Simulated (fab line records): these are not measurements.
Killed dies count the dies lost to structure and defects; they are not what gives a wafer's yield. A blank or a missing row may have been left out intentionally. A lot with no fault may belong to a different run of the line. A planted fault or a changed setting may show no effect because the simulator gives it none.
fab line records | flow sfq_line
record: lots: 6 | wafers: 17 | last_day: 83
route steps=325 shown R5@212
lots that met no fault: from a run of the same line without faults
start_h: hours from the record's first day to the start of the lot's first wafer shown | wait_h: time in hours since the lot's previous step | " as in the row above | L1.1+2: one row covering several wafers at once | - no value present, or no start provided | * or withheld: withheld | < > ~ a bound
route shown NAME@n: NAME is a module with steps in the file, n the number in the route of the first one | usual: mean/standard deviation taken from wafers without a fault | same: alike in all rows | chamber/n: place in a boat | sites: per-site readings | _std_site: the standard deviation of these | _edge_site: outer sites' mean less inner sites' | radius_mm: for every site, how far away it sits from the centre of the wafer | mask NAME#n: copy n | behind: the tool/chamber that last shaped the wafer | hold: cause of the lot's hold/its duration in hours/its outcome | device: which transistor (n, p or np) failed to switch | end of line: the tests these same wafers got at the end of their route | a step with no rows: only its recipe | killed: the dies lost at the first sort to structure and to defects; this is not the yield of the wafer | map: per-die view of a wafer (x killed, . not killed, _ where there is no die)
set.NAME: setting as actually run; set.NAME@STEP: the setting as run at that earlier step | model.NAME: the simulator's own value behind a step, which no gauge read
certain route steps with their lots: each step a table, each wafer a row
services: from which hour (start_h, from the record's first day; less than 0 if before it) a tool's chamber was out of use, for how many hours, and why
== steps ==
step: SFQ_TRILAYER_R5_DEP_SPUTTER_132
recipe: material: Ti | base_pressure_pa: 1.33e-06 | target_thk_nm: 5 | power_w: 2000 | time_s: 5 | chamber_pressure_pa: 0.4
usual: throttle_valve_pct: 29.8/0.84
lot.wafer | tool           | chamber | start_h | wait_h | throttle_valve_pct
L216.2    | pvd_sputter-04 | -       | 1409.08 | 0.8    | 28.6
L216.4    | "              | -       | "       | "      | 29.2
L216.6    | "              | -       | "       | "      | 29.2
L218.2    | pvd_sputter-03 | -       | 1471.40 | 0.8    | 29.4
L218.3    | "              | -       | "       | "      | 31.9
L218.4    | "              | -       | "       | "      | 28.9
L222.1    | pvd_sputter-03 | -       | 1495.40 | 1.0    | 31.8
L222.4    | "              | -       | "       | "      | 29.3
L222.5    | "              | -       | "       | "      | 31.8
L223.2    | pvd_sputter-03 | -       | 1498.13 | 0.8    | 29.3
L223.4    | "              | -       | "       | "      | 31.5
L223.5    | "              | -       | "       | "      | 29.2
L232.1    | pvd_sputter-03 | -       | 1563.13 | 1.0    | 30.5
L232.2    | "              | -       | "       | "      | 31.6
L232.6    | "              | -       | "       | "      | 30.3
L233.4    | pvd_sputter-06 | -       | 1564.19 | 0.4    | 29.2
L233.5    | "              | -       | "       | "      | 29.4
step: SFQ_TRILAYER_R5_DEP_SPUTTER_133
recipe: material: MoNx | base_pressure_pa: 1.33e-06 | target_thk_nm: 40 | power_w: 1000 | time_s: 66.7 | chamber_pressure_pa: 0.4
usual: throttle_valve_pct: 29.7/0.84
lot.wafer | tool           | chamber | start_h | wait_h | throttle_valve_pct
L216.2    | pvd_sputter-04 | -       | 1409.10 | 0.0    | 28.7
L216.4    | "              | -       | "       | "      | 29.2
L216.6    | "              | -       | "       | "      | 29.5
L218.2    | pvd_sputter-03 | -       | 1471.41 | 0.0    | 29.4
L218.3    | "              | -       | "       | "      | 31.6
L218.4    | "              | -       | "       | "      | 29.1
L222.1    | pvd_sputter-03 | -       | 1495.41 | 0.0    | 31.7
L222.4    | "              | -       | "       | "      | 29.1
L222.5    | "              | -       | "       | "      | 31.7
L223.2    | pvd_sputter-03 | -       | 1498.15 | 0.0    | 29.0
L223.4    | "              | -       | "       | "      | 31.7
L223.5    | "              | -       | "       | "      | 29.6
L232.1    | pvd_sputter-03 | -       | 1563.15 | 0.0    | 30.4
L232.2    | "              | -       | "       | "      | 31.6
L232.6    | "              | -       | "       | "      | 30.3
L233.4    | pvd_sputter-06 | -       | 1564.21 | 0.0    | 29.4
L233.5    | "              | -       | "       | "      | 28.8
step: SFQ_TRILAYER_R5_DEP_SPUTTER_134
recipe: material: Ti | base_pressure_pa: 1.33e-06 | target_thk_nm: 5 | power_w: 2000 | time_s: 5 | chamber_pressure_pa: 0.4
usual: throttle_valve_pct: 29.7/0.85
lot.wafer | tool           | chamber | start_h | wait_h | throttle_valve_pct
L216.2    | pvd_sputter-04 | -       | 1409.15 | 0.0    | 28.9
L216.4    | "              | -       | "       | "      | 29.1
L216.6    | "              | -       | "       | "      | 29.3
L218.2    | pvd_sputter-03 | -       | 1471.47 | 0.0    | 29.3
L218.3    | "              | -       | "       | "      | 31.6
L218.4    | "              | -       | "       | "      | 29.1
L222.1    | pvd_sputter-03 | -       | 1495.47 | 0.0    | 31.7
L222.4    | "              | -       | "       | "      | 29.5
L222.5    | "              | -       | "       | "      | 31.8
L223.2    | pvd_sputter-03 | -       | 1498.20 | 0.0    | 29.2
L223.4    | "              | -       | "       | "      | 31.8
L223.5    | "              | -       | "       | "      | 29.7
L232.1    | pvd_sputter-03 | -       | 1563.21 | 0.0    | 30.4
L232.2    | "              | -       | "       | "      | 31.7
L232.6    | "              | -       | "       | "      | 30.3
L233.4    | pvd_sputter-06 | -       | 1564.26 | 0.0    | 29.4
L233.5    | "              | -       | "       | "      | 29.1
step: SFQ_R5_RS_MEAS_933
recipe: thk_meas_gauge: four-point-probe | reads: Ti_of_TRILAYER_R5_DEP_SPUTTER_134+MoNx_of_TRILAYER_R5_DEP_SPUTTER_133+Ti_of_TRILAYER_R5_DEP_SPUTTER_132
usual: R5_MONX_RS: 7.05/0.061
lot.wafer | tool          | chamber | start_h | wait_h | R5_MONX_RS[ohm/sq]
L216.2    | film_metro-01 | -       | 1409.19 | 0.0    | 6.94
L216.4    | "             | -       | "       | "      | 6.99
L216.6    | "             | -       | "       | "      | 6.93
L218.2    | film_metro-02 | -       | 1471.51 | 0.0    | 7.14
L218.3    | "             | -       | "       | "      | 7.13
L218.4    | "             | -       | "       | "      | 7.16
L222.1    | film_metro-03 | -       | 1495.49 | 0.0    | 6.99
L222.4    | "             | -       | "       | "      | 7.06
L222.5    | "             | -       | "       | "      | 7.09
L223.2    | film_metro-01 | -       | 1498.24 | 0.0    | 7.03
L223.4    | "             | -       | "       | "      | 7.13
L223.5    | "             | -       | "       | "      | 7.07
L232.1    | film_metro-03 | -       | 1563.23 | 0.0    | 7.01
L232.2    | "             | -       | "       | "      | 7.02
L232.6    | "             | -       | "       | "      | 7.00
L233.4    | film_metro-03 | -       | 1564.34 | 0.1    | 7.06
L233.5    | "             | -       | "       | "      | 7.07
step: SFQ_R5_THK_MEAS_934
recipe: thk_meas_gauge: xrf | reads: MoNx_of_TRILAYER_R5_DEP_SPUTTER_133
usual: R5_MONX_THK: 39.4/0.42
lot.wafer | tool          | chamber | start_h | wait_h | R5_MONX_THK[nm]
L216.2    | film_metro-01 | -       | 1409.30 | 0.1    | 40.2
L216.4    | "             | -       | "       | "      | 40.4
L216.6    | "             | -       | "       | "      | 40.5
L218.2    | film_metro-02 | -       | 1471.62 | 0.1    | 39.0
L218.3    | "             | -       | "       | "      | 39.1
L218.4    | "             | -       | "       | "      | 38.6
L222.1    | film_metro-03 | -       | 1495.61 | 0.1    | 39.3
L222.4    | "             | -       | "       | "      | 39.1
L222.5    | "             | -       | "       | "      | 38.8
L223.2    | film_metro-01 | -       | 1498.35 | 0.1    | 39.8
L223.4    | "             | -       | "       | "      | 39.4
L223.5    | "             | -       | "       | "      | 39.4
L232.1    | film_metro-03 | -       | 1563.35 | 0.1    | 39.6
L232.2    | "             | -       | "       | "      | 39.4
L232.6    | "             | -       | "       | "      | 39.2
L233.4    | film_metro-03 | -       | 1564.43 | 0.1    | 39.3
L233.5    | "             | -       | "       | "      | 39.3
step: SFQ_TRILAYER_R5_LITHO_COAT_141
recipe: resist: BARC | spin_rpm: 3000 | resist_thk_nm: 62
step: SFQ_TRILAYER_R5_LITHO_COAT_136
recipe: resist: KrF | spin_rpm: 3000 | resist_thk_nm: 600
step: SFQ_TRILAYER_R5_LITHO_SOFTBAKE_140
recipe: temp_c: withheld | time_s: withheld | resist: KrF
step: SFQ_TRILAYER_R5_LITHO_EXPOSE_137
recipe: mask_id: R5 | na: 0.6 | source_shape: conventional | sigma_outer: 0.65 | target_cd_nm: 500 | dose_mj: 14.4
step: SFQ_TRILAYER_R5_LITHO_PEB_139
recipe: peb_temp_c: 115 | peb_time_s: 60 | resist: KrF
step: SFQ_TRILAYER_R5_LITHO_DEVELOP_138
recipe: time_s: 60 | resist: KrF
step: SFQ_R5_OVL_MEAS_935
usual: R5_OVL: 0/4.6
lot.wafer | tool       | chamber | start_h | wait_h | R5_OVL[nm]
L216.2    | overlay-02 | -       | 1411.61 | 0.1    | -5
L216.4    | "          | -       | "       | "      | -1
L216.6    | "          | -       | "       | "      | 2
L218.2    | overlay-02 | -       | 1577.90 | 0.1    | 10
L218.3    | "          | -       | "       | "      | 1
L218.4    | "          | -       | "       | "      | 4
L222.1    | overlay-01 | -       | 1608.02 | 0.1    | 9
L222.4    | "          | -       | "       | "      | 2
L222.5    | "          | -       | "       | "      | 9
L223.2    | overlay-02 | -       | 1610.43 | 0.1    | -1
L223.4    | "          | -       | "       | "      | -1
L223.5    | "          | -       | "       | "      | 6
L232.1    | overlay-02 | -       | 1672.72 | 0.1    | -4
L232.2    | "          | -       | "       | "      | -3
L232.6    | "          | -       | "       | "      | -3
L233.4    | overlay-02 | -       | 1675.14 | 0.1    | -2
L233.5    | "          | -       | "       | "      | -1
step: SFQ_TRILAYER_R5_BARC_OPEN_METAL_ETCH_177
recipe: mask_material: PR | chemistry: O2 | target_depth_nm: 125 | target: BARC | icp_w: 600 | bias_w: 80 | pressure_mtorr: 10 | time_s: 41.7
usual: drypump_motor_current_A: 5.6/0.41 | oes_product_au: 0.685/0.0049
lot.wafer | tool         | chamber | start_h | wait_h | drypump_motor_current_A | oes_product_au | rf_hours_counter_h | model.KrF_of_TRILAYER_R5_LITHO_COAT_136.thk_nm
L216.2    | rie_metal-03 | 1       | 1411.64 | 0.0    | 5.0                     | 0.683          | 119                | 523.6
L216.4    | "            | 0       | "       | "      | 6.0                     | 0.688          | -                  | 524.3
L216.6    | "            | 1       | "       | "      | 5.0                     | 0.694          | -                  | 523.9
L218.2    | rie_metal-04 | 0       | 1577.93 | 0.0    | 6.2                     | 0.689          | 42                 | 525.4
L218.3    | "            | 0       | "       | "      | 6.2                     | 0.688          | -                  | 524.3
L218.4    | "            | 1       | "       | "      | 5.3                     | 0.680          | -                  | 524.9
L222.1    | rie_metal-01 | 1       | 1608.06 | 0.0    | 5.7                     | 0.693          | 75                 | 523.5
L222.4    | "            | 0       | "       | "      | 5.3                     | 0.689          | -                  | 521.6
L222.5    | "            | 1       | "       | "      | 5.7                     | 0.686          | -                  | 523.6
L223.2    | rie_metal-01 | 0       | 1610.46 | 0.0    | 5.3                     | 0.692          | 102                | 524.2
L223.4    | "            | 0       | "       | "      | 5.3                     | 0.685          | -                  | 521.6
L223.5    | "            | 0       | "       | "      | 5.3                     | 0.678          | -                  | 521.9
L232.1    | rie_metal-04 | 1       | 1672.76 | 0.0    | 5.3                     | 0.688          | 72                 | 547
L232.2    | "            | 0       | "       | "      | 6.2                     | 0.687          | 56                 | 524.2
L232.6    | "            | 1       | "       | "      | 5.3                     | 0.689          | -                  | 523.4
L233.4    | rie_metal-04 | 0       | 1675.18 | 0.0    | 6.2                     | 0.680          | -                  | 546.8
L233.5    | "            | 1       | "       | "      | 5.3                     | 0.680          | -                  | 520
step: SFQ_TRILAYER_R5_ETCH_METAL_ETCH_139
recipe: stop_on: SiO2 | mask_material: PR | chemistry: Cl2 | target_depth_nm: 60 | icp_w: 600 | bias_w: 80 | pressure_mtorr: 10 | time_s: 40
usual: drypump_motor_current_A: 5.6/0.41 | oes_product_au: 0.990/0.006
lot.wafer | tool         | chamber | start_h | wait_h | drypump_motor_current_A | oes_product_au | rf_hours_counter_h | model.KrF_of_TRILAYER_R5_LITHO_COAT_136.thk_nm
L216.2    | rie_metal-03 | 1       | 1411.70 | 0.0    | 5.0                     | 0.988          | 119                | 499.6
L216.4    | "            | 0       | "       | "      | 6.0                     | 0.988          | -                  | 500
L216.6    | "            | 1       | "       | "      | 5.0                     | 0.976          | -                  | 500.1
L218.2    | rie_metal-04 | 0       | 1577.99 | 0.0    | 6.2                     | 0.985          | 42                 | 501.4
L218.3    | "            | 0       | "       | "      | 6.2                     | 0.982          | -                  | 500.5
L218.4    | "            | 1       | "       | "      | 5.3                     | 0.998          | -                  | 500.5
L222.1    | rie_metal-01 | 1       | 1608.12 | 0.0    | 5.7                     | 0.986          | 75                 | 499.5
L222.4    | "            | 0       | "       | "      | 5.3                     | 0.982          | -                  | 497.7
L222.5    | "            | 1       | "       | "      | 5.7                     | 0.985          | -                  | 499.8
L223.2    | rie_metal-01 | 0       | 1610.52 | 0.0    | 5.3                     | 0.984          | 102                | 500.4
L223.4    | "            | 0       | "       | "      | 5.3                     | 0.997          | -                  | 497.6
L223.5    | "            | 0       | "       | "      | 5.3                     | 0.984          | -                  | 497.9
L232.1    | rie_metal-04 | 1       | 1672.82 | 0.0    | 5.3                     | 0.999          | 72                 | 522.4
L232.2    | "            | 0       | "       | "      | 6.2                     | 0.982          | 56                 | 500.3
L232.6    | "            | 1       | "       | "      | 5.3                     | 0.995          | -                  | 499.1
L233.4    | rie_metal-04 | 0       | 1675.24 | 0.0    | 6.2                     | 0.979          | -                  | 523.4
L233.5    | "            | 1       | "       | "      | 5.3                     | 1.000          | -                  | 495.8
step: SFQ_TRILAYER_R5_STRIP_STRIP_140
recipe: gas: O2 | power_w: 200 | platen_temp_c: 40 | overash_fraction: 0.65 | chemistry: O2 | pressure_mtorr: 50
usual: drypump_motor_current_A: 5.6/0.41 | oes_product_au: 1.001/0.0091
lot.wafer | tool         | chamber | start_h | wait_h | drypump_motor_current_A | oes_product_au | rf_hours_counter_h
L216.2    | rie_metal-03 | 1       | 1411.75 | 0.0    | 5.0                     | 1.000          | 119
L216.4    | "            | 0       | "       | "      | 5.9                     | 1.010          | -
L216.6    | "            | 1       | "       | "      | 5.0                     | 0.998          | -
L218.2    | rie_metal-04 | 0       | 1578.05 | 0.0    | 6.2                     | 0.999          | 42
L218.3    | "            | 0       | "       | "      | 6.2                     | 0.997          | -
L218.4    | "            | 1       | "       | "      | 5.3                     | 1.002          | -
L222.1    | rie_metal-01 | 1       | 1608.18 | 0.0    | 5.7                     | 0.993          | 76
L222.4    | "            | 0       | "       | "      | 5.3                     | 0.984          | -
L222.5    | "            | 1       | "       | "      | 5.7                     | 0.994          | -
L223.2    | rie_metal-01 | 0       | 1610.58 | 0.0    | 5.3                     | 0.999          | 102
L223.4    | "            | 0       | "       | "      | 5.3                     | 1.005          | -
L223.5    | "            | 0       | "       | "      | 5.3                     | 1.004          | -
L232.1    | rie_metal-04 | 1       | 1672.88 | 0.0    | 5.3                     | 1.009          | 72
L232.2    | "            | 0       | "       | "      | 6.2                     | 1.004          | 56
L232.6    | "            | 1       | "       | "      | 5.3                     | 1.006          | -
L233.4    | rie_metal-04 | 0       | 1675.48 | 0.2    | 6.2                     | 0.995          | -
L233.5    | "            | 1       | "       | "      | 5.3                     | 1.006          | -
== services ==
tool           | chamber | start_h | hours | kind
rie_metal-01   | 0       | 1393.27 | 5.6   | repair
rie_metal-04   | -       | 1393.39 | 1.0   | repair
rie_metal-01   | -       | 1425.43 | 22.6  | repair
pvd_sputter-04 | -       | 1428.72 | 2.2   | repair
pvd_sputter-06 | -       | 1431.34 | 4.4   | repair
rie_metal-04   | 0       | 1458.27 | 24.1  | repair
rie_metal-01   | -       | 1459.42 | 0.2   | repair
pvd_sputter-03 | -       | 1474.18 | 1.0   | repair
pvd_sputter-04 | -       | 1512.76 | 4.8   | repair
pvd_sputter-03 | 3       | 1523.04 | -     | consumable_replace:kit
pvd_sputter-03 | 3       | 1523.04 | 18.0  | scheduled_down
pvd_sputter-03 | 3       | 1523.04 | 18.0  | vent_cycle
rie_metal-03   | 1       | 1539.97 | -     | clean
rie_metal-03   | 1       | 1539.97 | -     | consumable_replace:focus_ring
rie_metal-03   | 1       | 1539.97 | 23.6  | scheduled_down
rie_metal-03   | 1       | 1539.97 | 23.6  | vent_cycle
rie_metal-04   | 0       | 1544.99 | 12.3  | repair
pvd_sputter-04 | -       | 1576.43 | 3.3   | repair
pvd_sputter-04 | 0       | 1606.73 | -     | consumable_replace:kit
pvd_sputter-04 | 0       | 1606.73 | 18.0  | scheduled_down
pvd_sputter-04 | 0       | 1606.73 | 18.0  | vent_cycle
rie_metal-04   | -       | 1610.41 | 2.8   | pm
pvd_sputter-06 | -       | 1674.63 | 3.9   | repair
== key ==
first_sign none at tools or gauges
model_effect: step: SFQ_TRILAYER_R5_BARC_OPEN_METAL_ETCH_177 | value: KrF_of_TRILAYER_R5_LITHO_COAT_136.thk_nm | without: 522.3 | struck: 546.9
model_effect: step: SFQ_TRILAYER_R5_ETCH_METAL_ETCH_139 | value: KrF_of_TRILAYER_R5_LITHO_COAT_136.thk_nm | without: 498.3 | struck: 522.9
met_at SFQ_TRILAYER_R5_BARC_OPEN_METAL_ETCH_177
struck_wafers L232.1,L233.4
onset_between 1577.93 1672.76
fault: kind: process_parameter_drift | tool: rie_metal-04 | chamber: - | onset_h: 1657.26 | steps: SFQ_TRILAYER_R5_BARC_OPEN_METAL_ETCH_177 | channel: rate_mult | offset: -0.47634 | shape: step | end_h: 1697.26 | scope: struck_wafers_only
